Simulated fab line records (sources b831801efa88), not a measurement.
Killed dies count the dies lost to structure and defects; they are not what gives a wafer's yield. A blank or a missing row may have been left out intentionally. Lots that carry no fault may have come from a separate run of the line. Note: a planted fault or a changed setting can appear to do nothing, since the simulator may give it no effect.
Which tool was responsible? || flow gf180mcu || Sampling: 12 lots, 36 wafers, 6 of 602 route steps

== WHAT EACH GAUGE READ, for each wafer ==
GF_STI_THK_MEAS_24.
{"lot": "L587", "measured": "day 2 04:30", "on": "film-metro-03", "STI_CVD_23_THK (nm)": "654 657 651"}
{"lot": "L588", "measured": "day 2 09:10", "on": "film-metro-04", "STI_CVD_23_THK (nm)": "646 644 643"}
{"lot": "L589", "measured": "day 2 14:16", "on": "film-metro-04", "STI_CVD_23_THK (nm)": "641 650 653"}
{"lot": "L592", "measured": "day 3 05:35", "on": "film-metro-04", "STI_CVD_23_THK (nm)": "647 647 646"}
{"lot": "L594", "measured": "day 3 17:40", "on": "film-metro-04", "STI_CVD_23_THK (nm)": "646 649 645"}
{"lot": "L596", "measured": "day 4 03:46", "on": "film-metro-01", "STI_CVD_23_THK (nm)": "650 641 651"}
{"lot": "L597", "measured": "day 4 09:41", "on": "film-metro-04", "STI_CVD_23_THK (nm)": "643 646 642"}
{"lot": "L598", "measured": "day 4 14:14", "on": "film-metro-03", "STI_CVD_23_THK (nm)": "663 658 652"}
{"lot": "L599", "measured": "day 4 18:16", "on": "film-metro-03", "STI_CVD_23_THK (nm)": "654 647 652"}
{"lot": "L600", "measured": "day 4 22:40", "on": "film-metro-03", "STI_CVD_23_THK (nm)": "647 646 643"}
{"lot": "L608", "measured": "day 6 16:19", "on": "film-metro-01", "STI_CVD_23_THK (nm)": "644 660 653"}
{"lot": "L609", "measured": "day 6 20:41", "on": "film-metro-01", "STI_CVD_23_THK (nm)": "655 637 643"}

GF_HV_LDD_TW_MEAS_23.
{"lot": "L587", "measured": "day 10 16:48", "on": "film-metro-04", "HV_LDD_2_TW": "1040 1035 1037"}
{"lot": "L588", "measured": "day 11 01:06", "on": "film-metro-04", "HV_LDD_2_TW": "1044 1038 1035"}
{"lot": "L589", "measured": "day 11 05:07", "on": "film-metro-01", "HV_LDD_2_TW": "1043 1044 1042"}
{"lot": "L592", "measured": "day 12 06:59", "on": "film-metro-02", "HV_LDD_2_TW": "1069 1064 1065"}
{"lot": "L594", "measured": "day 13 06:52", "on": "film-metro-02", "HV_LDD_2_TW": "1060 1055 1055"}
{"lot": "L596", "measured": "day 13 17:32", "on": "film-metro-04", "HV_LDD_2_TW": "1034 1039 1037"}
{"lot": "L597", "measured": "day 14 02:01", "on": "film-metro-04", "HV_LDD_2_TW": "1031 1033 1039"}
{"lot": "L598", "measured": "day 14 07:57", "on": "film-metro-01", "HV_LDD_2_TW": "1042 1041 1041"}
{"lot": "L599", "measured": "day 14 15:23", "on": "film-metro-01", "HV_LDD_2_TW": "1040 1043 1038"}
{"lot": "L600", "measured": "day 14 19:19", "on": "film-metro-01", "HV_LDD_2_TW": "1034 1041 1042"}
{"lot": "L608", "measured": "day 17 09:40", "on": "film-metro-04", "HV_LDD_2_TW": "1037 1043 1040"}
{"lot": "L609", "measured": "day 17 15:25", "on": "film-metro-02", "HV_LDD_2_TW": "30 30 30"}

GF_CONTACT_RS_MEAS_25: the measuring method here is four-point-probe.
{"lot": "L587", "measured": "day 16 00:03", "on": "film-metro-02", "CONTACT_W_RS (ohm/sq)": "0.387 0.380 0.383"}
{"lot": "L588", "measured": "day 16 09:50", "on": "film-metro-02", "CONTACT_W_RS (ohm/sq)": "0.382 0.387 0.380"}
{"lot": "L589", "measured": "day 16 18:52", "on": "film-metro-04", "CONTACT_W_RS (ohm/sq)": "0.384 0.385 0.378"}
{"lot": "L592", "measured": "day 17 21:18", "on": "film-metro-04", "CONTACT_W_RS (ohm/sq)": "0.387 0.380 0.379"}
{"lot": "L594", "measured": "day 19 03:04", "on": "film-metro-01", "CONTACT_W_RS (ohm/sq)": "0.380 0.384 0.386"}
{"lot": "L596", "measured": "day 19 15:43", "on": "film-metro-02", "CONTACT_W_RS (ohm/sq)": "0.388 0.386 0.385"}
{"lot": "L597", "measured": "day 20 02:13", "on": "film-metro-01", "CONTACT_W_RS (ohm/sq)": "0.394 0.388 0.390"}
{"lot": "L598", "measured": "day 20 09:57", "on": "film-metro-02", "CONTACT_W_RS (ohm/sq)": "0.392 0.395 0.387"}
{"lot": "L599", "measured": "day 20 16:13", "on": "film-metro-02", "CONTACT_W_RS (ohm/sq)": "0.391 0.396 0.396"}
{"lot": "L600", "measured": "day 20 22:18", "on": "film-metro-02", "CONTACT_W_RS (ohm/sq)": "0.385 0.383 0.382"}
{"lot": "L608", "measured": "day 23 16:05", "on": "film-metro-02", "CONTACT_W_RS (ohm/sq)": "0.386 0.391 0.390"}

== WHICH TOOL RAN EACH LOT (tool, then ch and the chambers of the sampled wafers, then the start) ==
{"lot": "L587", "GF_HV_LDD_STRIP_10": "plasma-asher-02 ch 0,1, day 9 22:33", "GF_HV_LDD_STRIP_22": "plasma-asher-03 ch 0,1, day 10 16:42", "GF_CONTACT_ETCH_17": "rie-diel-02 ch 0,1,3, day 16 00:03 or earlier"}
{"lot": "L588", "GF_HV_LDD_STRIP_10": "plasma-asher-04 ch 1, day 10 06:38", "GF_HV_LDD_STRIP_22": "plasma-asher-03 ch 0,1, day 11 01:00", "GF_CONTACT_ETCH_17": "rie-diel-03 ch 0,1,2, day 16 09:50 or earlier"}
{"lot": "L589", "GF_HV_LDD_STRIP_10": "plasma-asher-03 ch 0,1, day 10 11:08", "GF_HV_LDD_STRIP_22": "plasma-asher-02 ch 0,1, day 11 05:00", "GF_CONTACT_ETCH_17": "rie-diel-03 ch 1,2,3, day 16 18:52 or earlier"}
{"lot": "L592", "GF_HV_LDD_STRIP_10": "plasma-asher-04 ch 0,1, day 11 11:45", "GF_HV_LDD_STRIP_22": "plasma-asher-02 ch 0,1, day 12 06:48", "GF_CONTACT_ETCH_17": "rie-diel-01 ch 1,2,3, day 17 21:18 or earlier"}
{"lot": "L594", "GF_HV_LDD_STRIP_10": "plasma-asher-02 ch 0, day 12 10:18", "GF_HV_LDD_STRIP_22": "plasma-asher-02 ch 0,1, day 13 06:38", "GF_CONTACT_ETCH_17": "rie-diel-02 ch 0,2,3, day 19 03:04 or earlier"}
{"lot": "L596", "GF_HV_LDD_STRIP_10": "plasma-asher-04 ch 0,1, day 12 21:26", "GF_HV_LDD_STRIP_22": "plasma-asher-03 ch 0,1, day 13 17:26", "GF_CONTACT_ETCH_17": "rie-diel-03 ch 0,2, day 19 15:43 or earlier"}
{"lot": "L597", "GF_HV_LDD_STRIP_10": "plasma-asher-04 ch 0, day 13 05:20", "GF_HV_LDD_STRIP_22": "plasma-asher-02 ch 0,1, day 14 01:54", "GF_CONTACT_ETCH_17": "rie-diel-02 ch 0,2, day 20 02:13 or earlier"}
{"lot": "L598", "GF_HV_LDD_STRIP_10": "plasma-asher-03 ch 0,1, day 13 11:08", "GF_HV_LDD_STRIP_22": "plasma-asher-02 ch 0,1, day 14 07:52", "GF_CONTACT_ETCH_17": "rie-diel-01 ch 1,2, day 20 09:57 or earlier"}
{"lot": "L599", "GF_HV_LDD_STRIP_10": "plasma-asher-04 ch 0,1, day 13 18:29", "GF_HV_LDD_STRIP_22": "plasma-asher-03 ch 0,1, day 14 15:17", "GF_CONTACT_ETCH_17": "rie-diel-02 ch 0,1,2, day 20 16:13 or earlier"}
{"lot": "L600", "GF_HV_LDD_STRIP_10": "plasma-asher-03 ch 1, day 13 22:18", "GF_HV_LDD_STRIP_22": "plasma-asher-04 ch 0, day 14 19:12", "GF_CONTACT_ETCH_17": "rie-diel-02 ch 1,2,3, day 20 22:18 or earlier"}
{"lot": "L608", "GF_HV_LDD_STRIP_10": "plasma-asher-02 ch 0,1, day 16 10:53", "GF_HV_LDD_STRIP_22": "plasma-asher-02 ch 1, day 17 09:33", "GF_CONTACT_ETCH_17": "rie-diel-02 ch 1,3, day 23 16:05 or earlier"}
{"lot": "L609", "GF_HV_LDD_STRIP_10": "plasma-asher-04 ch 0,1, day 16 16:29", "GF_HV_LDD_STRIP_22": "plasma-asher-03 ch 0,1, day 17 15:20", "GF_CONTACT_ETCH_17": "-"}
- GF_HV_LDD_STRIP_10: strips in O2/N2.
- GF_HV_LDD_STRIP_22: strips in O2/N2.
- GF_CONTACT_ETCH_17: etches SiO2 in C4F8/O2/Ar, stops on CoSi2, target depth 860 nm.

== AS READ BY THE TOOLS THEMSELVES (means over the sampled wafers that have a number; for cases with no such wafer, the mark the record gives instead) ==
GF_HV_LDD_STRIP_10.
{"lot": "L587", "tool": "plasma-asher-02", "drypump-motor-current-A (A)": 5.8, "heater-power-w (W)": 368, "oes-product-au (a.u.)": 0.721, "strip-time-to-endpoint-s (s)": 12.591}
{"lot": "L588", "tool": "plasma-asher-04", "drypump-motor-current-A (A)": 6.1, "heater-power-w (W)": 391, "oes-product-au (a.u.)": 0.717, "strip-time-to-endpoint-s (s)": 12.623}
{"lot": "L589", "tool": "plasma-asher-03", "drypump-motor-current-A (A)": 6.0, "heater-power-w (W)": 275, "oes-product-au (a.u.)": 0.714, "strip-time-to-endpoint-s (s)": 12.653}
{"lot": "L592", "tool": "plasma-asher-04", "drypump-motor-current-A (A)": 5.9, "heater-power-w (W)": 357, "oes-product-au (a.u.)": 0.716, "strip-time-to-endpoint-s (s)": 12.625}
{"lot": "L594", "tool": "plasma-asher-02", "drypump-motor-current-A (A)": 5.6, "heater-power-w (W)": 381, "oes-product-au (a.u.)": 0.714, "strip-time-to-endpoint-s (s)": 12.634}
{"lot": "L596", "tool": "plasma-asher-04", "drypump-motor-current-A (A)": 5.6, "heater-power-w (W)": 330, "oes-product-au (a.u.)": 0.716, "strip-time-to-endpoint-s (s)": 12.590}
{"lot": "L597", "tool": "plasma-asher-04", "drypump-motor-current-A (A)": 5.3, "heater-power-w (W)": 308, "oes-product-au (a.u.)": 0.716, "strip-time-to-endpoint-s (s)": 12.586}
{"lot": "L598", "tool": "plasma-asher-03", "drypump-motor-current-A (A)": 6.1, "heater-power-w (W)": 292, "oes-product-au (a.u.)": 0.715, "strip-time-to-endpoint-s (s)": 12.594}
{"lot": "L599", "tool": "plasma-asher-04", "drypump-motor-current-A (A)": 5.8, "heater-power-w (W)": 359, "oes-product-au (a.u.)": 0.716, "strip-time-to-endpoint-s (s)": 12.604}
{"lot": "L600", "tool": "plasma-asher-03", "drypump-motor-current-A (A)": 6.1, "heater-power-w (W)": 299, "oes-product-au (a.u.)": 0.714, "strip-time-to-endpoint-s (s)": 12.638}
{"lot": "L608", "tool": "plasma-asher-02", "drypump-motor-current-A (A)": 5.8, "heater-power-w (W)": 372, "oes-product-au (a.u.)": 0.715, "strip-time-to-endpoint-s (s)": 12.593}
{"lot": "L609", "tool": "plasma-asher-04", "drypump-motor-current-A (A)": 5.8, "heater-power-w (W)": 360, "oes-product-au (a.u.)": 0.953, "strip-time-to-endpoint-s (s)": "-"}

GF_HV_LDD_STRIP_22.
{"lot": "L587", "tool": "plasma-asher-03", "drypump-motor-current-A (A)": 6.08, "heater-power-w (W)": 291, "oes-product-au (a.u.)": 0.712, "strip-time-to-endpoint-s (s)": 12.63}
{"lot": "L588", "tool": "plasma-asher-03", "drypump-motor-current-A (A)": 6.08, "heater-power-w (W)": 294, "oes-product-au (a.u.)": 0.719, "strip-time-to-endpoint-s (s)": 12.61}
{"lot": "L589", "tool": "plasma-asher-02", "drypump-motor-current-A (A)": 5.98, "heater-power-w (W)": 351, "oes-product-au (a.u.)": 0.713, "strip-time-to-endpoint-s (s)": 12.66}
{"lot": "L592", "tool": "plasma-asher-02", "drypump-motor-current-A (A)": 5.79, "heater-power-w (W)": 371, "oes-product-au (a.u.)": 0.715, "strip-time-to-endpoint-s (s)": 12.62}
{"lot": "L594", "tool": "plasma-asher-02", "drypump-motor-current-A (A)": 5.80, "heater-power-w (W)": 368, "oes-product-au (a.u.)": 0.715, "strip-time-to-endpoint-s (s)": 12.61}
{"lot": "L596", "tool": "plasma-asher-03", "drypump-motor-current-A (A)": 6.02, "heater-power-w (W)": 277, "oes-product-au (a.u.)": 0.713, "strip-time-to-endpoint-s (s)": 12.59}
{"lot": "L597", "tool": "plasma-asher-02", "drypump-motor-current-A (A)": 5.98, "heater-power-w (W)": 352, "oes-product-au (a.u.)": 0.718, "strip-time-to-endpoint-s (s)": 12.60}
{"lot": "L598", "tool": "plasma-asher-02", "drypump-motor-current-A (A)": 5.98, "heater-power-w (W)": 355, "oes-product-au (a.u.)": 0.714, "strip-time-to-endpoint-s (s)": 12.64}
{"lot": "L599", "tool": "plasma-asher-03", "drypump-motor-current-A (A)": 6.08, "heater-power-w (W)": 288, "oes-product-au (a.u.)": 0.712, "strip-time-to-endpoint-s (s)": 12.67}
{"lot": "L600", "tool": "plasma-asher-04", "drypump-motor-current-A (A)": 5.30, "heater-power-w (W)": 313, "oes-product-au (a.u.)": 0.719, "strip-time-to-endpoint-s (s)": 12.65}
{"lot": "L608", "tool": "plasma-asher-02", "drypump-motor-current-A (A)": 6.16, "heater-power-w (W)": 336, "oes-product-au (a.u.)": 0.713, "strip-time-to-endpoint-s (s)": 12.64}
{"lot": "L609", "tool": "plasma-asher-03", "drypump-motor-current-A (A)": 6.04, "heater-power-w (W)": 278, "oes-product-au (a.u.)": 0.717, "strip-time-to-endpoint-s (s)": 14.54}

GF_CONTACT_ETCH_17.
{"lot": "L587", "tool": "rie-diel-02", "oes-product-au (a.u.)": 0.815}
{"lot": "L588", "tool": "rie-diel-03", "oes-product-au (a.u.)": 0.818}
{"lot": "L589", "tool": "rie-diel-03", "oes-product-au (a.u.)": 0.819}
{"lot": "L592", "tool": "rie-diel-01", "oes-product-au (a.u.)": 0.813}
{"lot": "L594", "tool": "rie-diel-02", "oes-product-au (a.u.)": 0.812}
{"lot": "L596", "tool": "rie-diel-03", "oes-product-au (a.u.)": 0.815}
{"lot": "L597", "tool": "rie-diel-02", "oes-product-au (a.u.)": 0.813}
{"lot": "L598", "tool": "rie-diel-01", "oes-product-au (a.u.)": 0.818}
{"lot": "L599", "tool": "rie-diel-02", "oes-product-au (a.u.)": 0.814}
{"lot": "L600", "tool": "rie-diel-02", "oes-product-au (a.u.)": 0.817}
{"lot": "L608", "tool": "rie-diel-02", "oes-product-au (a.u.)": 0.817}

== THE ANSWER, worked out from the rows above alone ==
Rule: the usual values come from the lots themselves. Put in order of their means at a reading, lots are off if they are a third of the lots or fewer, leave a main group of 4 or more, and stand apart from it by a gap of 3 or more times the standard deviation of the main group's means; of several such gaps the widest counts. Not used: any main group whose means are identical at the precision the tables above print for the reading. A lot without any number at a reading at which 4 lots or more have one is off too. Where the step has rows for the other lots, those lots are counted as sound. Order of review: gauges by route order, followed by the tools' own readings, for which a lot's mean as printed above is used. The first step at which some lot is off is used, and at that step the reading that is off furthest; a lot without a number counts as furthest.
Off: L609, seen at GF_HV_LDD_TW_MEAS_23 (HV_LDD_2_TW). For the main group the mean is 1043 and the standard deviation 9.1.
A tool fits if, at a process step before that reading, it ran every lot that is off, and no sound lot after the first of them. The gauges at GF_HV_LDD_TW_MEAS_23 aren't tried: what is off there is off at GF_HV_LDD_STRIP_10 too, on other tools, and a gauge's error can't cause that. This does not decide it: 2 tools fit, namely plasma-asher-04 at GF_HV_LDD_STRIP_10 and plasma-asher-03 at GF_HV_LDD_STRIP_22.

== WHAT THE SIMULATOR HAD INSERTED ==
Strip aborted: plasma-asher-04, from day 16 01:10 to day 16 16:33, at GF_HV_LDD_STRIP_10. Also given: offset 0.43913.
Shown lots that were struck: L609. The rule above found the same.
